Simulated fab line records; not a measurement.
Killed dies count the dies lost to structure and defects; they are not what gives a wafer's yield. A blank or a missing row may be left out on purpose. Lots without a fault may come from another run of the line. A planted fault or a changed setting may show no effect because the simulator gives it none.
Which tool is to blame? | flow gf180mcu | 13 lots with 39 wafers sampled at 4 steps, on a route of 602 steps

== WHAT EACH GAUGE READ, for each wafer ==
GF_DUAL_GATE_THK_MEAS_03. Usual: DUAL_GATE_OXIDATION_00_THK gives 10.89 nm (standard deviation 0.19).
lot  | measured     | on            | DUAL_GATE_OXIDATION_00_THK (nm) | flag
L642 | day 7 16:28  | film-metro-04 | 11.25 11.27 11.15               |
L644 | day 8 08:15  | film-metro-01 | 10.79 10.81 10.88               |
L647 | day 8 21:16  | film-metro-04 | 10.67 10.96 10.82               |
L648 | day 9 05:23  | film-metro-04 | 10.85 10.83 10.73               |
L649 | day 9 09:37  | film-metro-04 | 11.12 11.02 11.25               |
L650 | day 9 19:27  | film-metro-04 | 11.15 11.27 11.24               |
L656 | day 11 08:17 | film-metro-03 | 10.89 10.98 11.00               |
L659 | day 12 06:51 | film-metro-03 | 10.36 10.60 10.62               |
L660 | day 12 14:47 | film-metro-01 | 11.01 10.97 10.81               |
L661 | day 12 22:19 | film-metro-03 | 10.89 10.69 10.83               |
L663 | day 13 19:58 | film-metro-03 | 10.75 10.88 10.83               |
L665 | day 14 03:42 | film-metro-04 | 10.90 10.88 10.81               |
L664 | day 14 06:34 | film-metro-01 | 10.98 11.16 10.94               |

GF_HV_LDD_CD_MEAS_19 targets a cd of 400 nm. Usual: 399.8 nm for cd-nm, sd 2.5.
lot  | measured     | on        | cd-nm (nm)        | flag
L642 | day 10 17:50 | cd-sem-01 | 402.0 398.9 401.6 |
L644 | day 11 09:08 | cd-sem-02 | 394.9 395.6 395.9 |
L647 | day 12 02:44 | cd-sem-02 | 398.9 399.0 398.9 |
L648 | day 12 10:08 | cd-sem-02 | 400.1 402.7 402.7 |
L649 | day 12 20:00 | cd-sem-02 | 400.5 397.7 396.6 |
L650 | day 13 03:10 | cd-sem-01 | 400.7 399.5 399.8 |
L656 | day 14 23:59 | cd-sem-01 | 401.5 403.1 399.2 |
L659 | day 16 03:38 | cd-sem-02 | 401.1 400.7 400.9 |
L660 | day 16 07:14 | cd-sem-01 | 398.2 398.2 395.9 |
L661 | day 16 16:26 | cd-sem-01 | 396.3 397.2 395.8 |
L663 | day 17 16:26 | cd-sem-02 | 402.4 402.0 401.2 |
L665 | day 18 01:32 | cd-sem-01 | 400.5 403.0 398.6 |
L664 | day 18 05:14 | cd-sem-01 | 401.6 401.3 401.4 |

== WHAT TOOL EACH LOT RAN ON (gives the tool, then ch and the chambers of the sampled wafers, and finally the start) ==
lot  | GF_HV_LDD_COAT_02                 | GF_HV_LDD_STRIP_10
L642 | litho-track-01 ch 0, day 9 14:39  | plasma-asher-03 ch 0,1, day 9 23:47
L644 | litho-track-04 ch 0, day 10 06:02 | plasma-asher-01 ch 0,1, day 10 15:20
L647 | litho-track-03 ch 0, day 10 22:02 | plasma-asher-02 ch 0,1, day 11 07:56
L648 | litho-track-03 ch 0, day 11 05:50 | plasma-asher-03 ch 0,1, day 11 15:10
L649 | litho-track-03 ch 0, day 11 14:14 | plasma-asher-02 ch 0,1, day 12 00:14
L650 | litho-track-03 ch 0, day 11 22:03 | plasma-asher-01 ch 0,1, day 12 07:47
L656 | litho-track-04 ch 0, day 13 16:05 | plasma-asher-02 ch 0,1, day 14 03:06
L659 | litho-track-03 ch 0, day 14 17:59 | plasma-asher-03 ch 0,1, day 15 05:37
L660 | litho-track-04 ch 0, day 14 21:59 | plasma-asher-02 ch 0,1, day 15 09:23
L661 | litho-track-03 ch 0, day 15 07:14 | plasma-asher-03 ch 0,1, day 15 18:05
L663 | litho-track-03 ch 0, day 16 05:32 | plasma-asher-02 ch 0,1, day 16 17:30
L665 | litho-track-03 ch 0, day 16 14:38 | plasma-asher-01 ch 0,1, day 17 02:44
L664 | litho-track-04 ch 0, day 16 18:05 | plasma-asher-02 ch 0,1, day 17 05:53
- GF_HV_LDD_COAT_02: resist thk 1000 nm.
- GF_HV_LDD_STRIP_10: strips in O2/N2.

== WHAT THE TOOLS THEMSELVES READ (means of the sampled wafers that have a number; where no wafer has one, the mark that the record gives instead) ==
GF_HV_LDD_STRIP_10. Usual: drypump-motor-current-A 5.6 A, standard deviation 0.58; heater-power-w 320 W, standard deviation 27; oes-product-au 0.716 a.u., standard deviation 0.0043; platen-temp-c 250.02 C, standard deviation 0.17; strip-time-to-endpoint-s 12.66 s, standard deviation 0.032.
lot  | tool            | drypump-motor-current-A (A) | heater-power-w (W) | oes-product-au (a.u.) | platen-temp-c (C) | strip-time-to-endpoint-s (s) | flag
L642 | plasma-asher-03 | 5.5                         | 328                | 0.718                 | 250.15            | 12.66                        |
L644 | plasma-asher-01 | 5.4                         | 352                | 0.717                 | 250.13            | 12.69                        |
L647 | plasma-asher-02 | 6.1                         | 304                | 0.715                 | 250.03            | 12.64                        |
L648 | plasma-asher-03 | 5.3                         | 308                | 0.715                 | 249.98            | 12.66                        |
L649 | plasma-asher-02 | 6.2                         | 305                | 0.717                 | 250.07            | 12.42                        | OFF
L650 | plasma-asher-01 | 5.4                         | 349                | 0.718                 | 250.02            | 12.50                        | OFF
L656 | plasma-asher-02 | 6.1                         | 306                | 0.713                 | 249.95            | 12.66                        |
L659 | plasma-asher-03 | 5.5                         | 327                | 0.716                 | 250.12            | 12.65                        |
L660 | plasma-asher-02 | 6.2                         | 309                | 0.716                 | 250.13            | 12.69                        |
L661 | plasma-asher-03 | 5.3                         | 308                | 0.718                 | 250.05            | 12.68                        |
L663 | plasma-asher-02 | 5.7                         | 318                | 0.712                 | 250.05            | 12.65                        |
L665 | plasma-asher-01 | 5.2                         | 326                | 0.717                 | 250.02            | 12.66                        |
L664 | plasma-asher-02 | 6.2                         | 306                | 0.718                 | 250.05            | 12.70                        |

== THE ANSWER, worked out from the rows above alone ==
Rule: a lot counts as off when the mean over its wafers that have a number is more than 3 standard deviations away from the usual mean. Also off: a lot with no number at a reading for which 4 or more lots have one. Any other lot the step has rows for is counted as sound. The gauges are gone through in route order, then the tools' own readings, and for those a lot's mean is taken as printed above. At the first step where some lot is off, the reading lying furthest off is the one used; lots without a number count as furthest.
Off: L649, L650 (GF_HV_LDD_STRIP_10, strip-time-to-endpoint-s).
A tool fits if, at that step or a process step before it, it ran every lot that is off, and no sound lot after the first of them. No candidate that was tried fits.

== WHAT HAD BEEN PUT IN BY THE SIMULATOR ==
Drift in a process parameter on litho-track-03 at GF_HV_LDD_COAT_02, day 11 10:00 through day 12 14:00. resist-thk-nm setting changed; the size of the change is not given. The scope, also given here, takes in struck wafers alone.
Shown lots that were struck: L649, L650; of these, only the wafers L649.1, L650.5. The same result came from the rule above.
